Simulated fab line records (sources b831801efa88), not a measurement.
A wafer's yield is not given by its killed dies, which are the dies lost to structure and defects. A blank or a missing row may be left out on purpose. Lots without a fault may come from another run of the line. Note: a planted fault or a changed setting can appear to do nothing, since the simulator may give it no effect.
Which tool was responsible? :: flow gf180mcu :: Sampling: 14 lots, 42 wafers, 3 of 602 route steps

WHAT EACH GAUGE READ, for each wafer
GF_V2_THK_MEAS_03. Usual: for V2_CVD_02_THK the level is 855 nm and the standard deviation is 12.
lot: L261
measured: day 19 02:37
on: film metro-03
V2_CVD_02_THK (nm): 828 848 858
flag: 

lot: L262
measured: day 19 12:07
on: film metro-04
V2_CVD_02_THK (nm): 852 852 871
flag: 

lot: L263
measured: day 19 21:40
on: film metro-04
V2_CVD_02_THK (nm): 832 857 839
flag: 

lot: L264
measured: day 20 09:14
on: film metro-02
V2_CVD_02_THK (nm): 850 868 861
flag: 

lot: L267
measured: day 21 12:49
on: film metro-02
V2_CVD_02_THK (nm): 853 877 859
flag: 

lot: L269
measured: day 22 03:55
on: film metro-03
V2_CVD_02_THK (nm): 843 846 850
flag: 

lot: L271
measured: day 22 23:44
on: film metro-03
V2_CVD_02_THK (nm): 842 846 845
flag: 

lot: L274
measured: day 23 21:16
on: film metro-04
V2_CVD_02_THK (nm): 850 859 859
flag: 

lot: L275
measured: day 24 09:04
on: film metro-02
V2_CVD_02_THK (nm): 849 841 839
flag: 

lot: L276
measured: day 24 14:47
on: film metro-02
V2_CVD_02_THK (nm): 842 855 866
flag: 

lot: L277
measured: day 24 18:55
on: film metro-02
V2_CVD_02_THK (nm): 861 852 875
flag: 

lot: L282
measured: day 26 15:13
on: film metro-02
V2_CVD_02_THK (nm): 852 835 865
flag: 

lot: L283
measured: day 26 18:26
on: film metro-02
V2_CVD_02_THK (nm): 849 843 866
flag: 

lot: L284
measured: day 27 02:33
on: film metro-03
V2_CVD_02_THK (nm): 845 856 882
flag: 

GF_V3_THK_MEAS_01. Usual: for V3_CVD_00_THK the level is 598 nm and the standard deviation is 5.5.
lot: L261
measured: day 21 06:19
on: film metro-04
V3_CVD_00_THK (nm): 605 595 608
flag: 

lot: L262
measured: day 21 16:58
on: film metro-04
V3_CVD_00_THK (nm): 594 600 601
flag: 

lot: L263
measured: day 22 00:13
on: film metro-02
V3_CVD_00_THK (nm): 598 603 603
flag: 

lot: L264
measured: day 22 11:02
on: film metro-04
V3_CVD_00_THK (nm): 597 590 598
flag: 

lot: L267
measured: day 23 13:50
on: film metro-01
V3_CVD_00_THK (nm): 593 599 599
flag: 

lot: L269
measured: day 24 04:04
on: film metro-04
V3_CVD_00_THK (nm): 601 591 598
flag: 

lot: L271
measured: day 24 23:02
on: film metro-01
V3_CVD_00_THK (nm): 595 593 599
flag: 

lot: L274
measured: day 25 20:20
on: film metro-01
V3_CVD_00_THK (nm): 604 611 592
flag: 

lot: L275
measured: day 26 05:37
on: film metro-01
V3_CVD_00_THK (nm): 595 593 599
flag: 

lot: L276
measured: day 26 12:02
on: film metro-02
V3_CVD_00_THK (nm): 592 595 596
flag: 

lot: L277
measured: day 26 16:11
on: film metro-01
V3_CVD_00_THK (nm): 598 589 590
flag: 

lot: L282
measured: day 28 09:56
on: film metro-01
V3_CVD_00_THK (nm): 592 586 595
flag: 

lot: L283
measured: day 28 13:53
on: film metro-04
V3_CVD_00_THK (nm): 604 605 606
flag: 

lot: L284
measured: day 28 21:16
on: film metro-01
V3_CVD_00_THK (nm): 592 594 597
flag: 

WHICH TOOL RAN EACH LOT (tool, then ch and the chambers of the sampled wafers, then the start)
lot: L261
GF_CONTACT_ETCH_16: rie diel-01 ch 2,3, day 15 23:40

lot: L262
GF_CONTACT_ETCH_16: rie diel-01 ch 0,1,3, day 16 09:16

lot: L263
GF_CONTACT_ETCH_16: rie diel-04 ch 1,2,3, day 16 16:16

lot: L264
GF_CONTACT_ETCH_16: rie diel-01 ch 0,1, day 17 03:34

lot: L267
GF_CONTACT_ETCH_16: rie diel-02 ch 0,1,3, day 18 06:19

lot: L269
GF_CONTACT_ETCH_16: rie diel-02 ch 0,1,3, day 18 22:13

lot: L271
GF_CONTACT_ETCH_16: rie diel-02 ch 2,3, day 19 20:31

lot: L274
GF_CONTACT_ETCH_16: rie diel-02 ch 0,2,3, day 20 18:04

lot: L275
GF_CONTACT_ETCH_16: rie diel-02 ch 0,1,2, day 21 06:46

lot: L276
GF_CONTACT_ETCH_16: rie diel-04 ch 0,1,3, day 21 12:10

lot: L277
GF_CONTACT_ETCH_16: rie diel-02 ch 0,2,3, day 21 17:28

lot: L282
GF_CONTACT_ETCH_16: rie diel-04 ch 0,2,3, day 23 16:58

lot: L283
GF_CONTACT_ETCH_16: rie diel-04 ch 0,1,2, day 23 20:16

lot: L284
GF_CONTACT_ETCH_16: rie diel-01 ch 0,3, day 24 04:31
- GF_CONTACT_ETCH_16: etches BARC in N2/H2.

AS READ BY THE TOOLS THEMSELVES (means over the sampled wafers that have a number; for cases with no such wafer, the mark the record gives instead)
GF_CONTACT_ETCH_16. Usual: drypump motor current A 5.6 A, standard deviation 0.41; oes product au 0.855 a.u., standard deviation 0.0045; throttle valve pct 13.224 %, standard deviation 0.0092.
lot: L261
tool: rie diel-01
drypump motor current A (A): 6.0
oes product au (a.u.): 0.857
throttle valve pct (%): 13.216
flag: 

lot: L262
tool: rie diel-01
drypump motor current A (A): 5.6
oes product au (a.u.): 0.861
throttle valve pct (%): 13.221
flag: 

lot: L263
tool: rie diel-04
drypump motor current A (A): 5.3
oes product au (a.u.): 0.857
throttle valve pct (%): 13.227
flag: 

lot: L264
tool: rie diel-01
drypump motor current A (A): 5.4
oes product au (a.u.): 0.856
throttle valve pct (%): 13.225
flag: 

lot: L267
tool: rie diel-02
drypump motor current A (A): 5.9
oes product au (a.u.): 0.853
throttle valve pct (%): 13.226
flag: 

lot: L269
tool: rie diel-02
drypump motor current A (A): 5.9
oes product au (a.u.): 0.857
throttle valve pct (%): 13.223
flag: 

lot: L271
tool: rie diel-02
drypump motor current A (A): 5.2
oes product au (a.u.): 0.852
throttle valve pct (%): 13.227
flag: 

lot: L274
tool: rie diel-02
drypump motor current A (A): 5.7
oes product au (a.u.): 0.852
throttle valve pct (%): 13.233
flag: 

lot: L275
tool: rie diel-02
drypump motor current A (A): 5.7
oes product au (a.u.): 0.857
throttle valve pct (%): 13.224
flag: 

lot: L276
tool: rie diel-04
drypump motor current A (A): 5.3
oes product au (a.u.): 0.848
throttle valve pct (%): 13.222
flag: 

lot: L277
tool: rie diel-02
drypump motor current A (A): 5.7
oes product au (a.u.): 0.857
throttle valve pct (%): 13.219
flag: 

lot: L282
tool: rie diel-04
drypump motor current A (A): 5.6
oes product au (a.u.): 0.849
throttle valve pct (%): 13.220
flag: 

lot: L283
tool: rie diel-04
drypump motor current A (A): 5.4
oes product au (a.u.): 0.859
throttle valve pct (%): 13.222
flag: 

lot: L284
tool: rie diel-01
drypump motor current A (A): 5.6
oes product au (a.u.): 0.858
throttle valve pct (%): 13.220
flag: 

THE ANSWER, worked out from the rows above alone
Rule: take the mean of a lot's wafers that have a number; if it is more than 3 standard deviations from the usual mean, the lot is off. Also off: a lot with no number at a reading for which 4 or more lots have one. All remaining lots with rows at the step are treated as sound. After the gauges, taken in route order, come the tools' own readings; for these a lot's mean is taken, as printed above. At the first step where some lot is off, the reading lying furthest off is the one used; lots without a number count as furthest.
None of the lots is off at any reading shown; this tells nothing.

WHAT WAS PUT IN BY THE SIMULATOR
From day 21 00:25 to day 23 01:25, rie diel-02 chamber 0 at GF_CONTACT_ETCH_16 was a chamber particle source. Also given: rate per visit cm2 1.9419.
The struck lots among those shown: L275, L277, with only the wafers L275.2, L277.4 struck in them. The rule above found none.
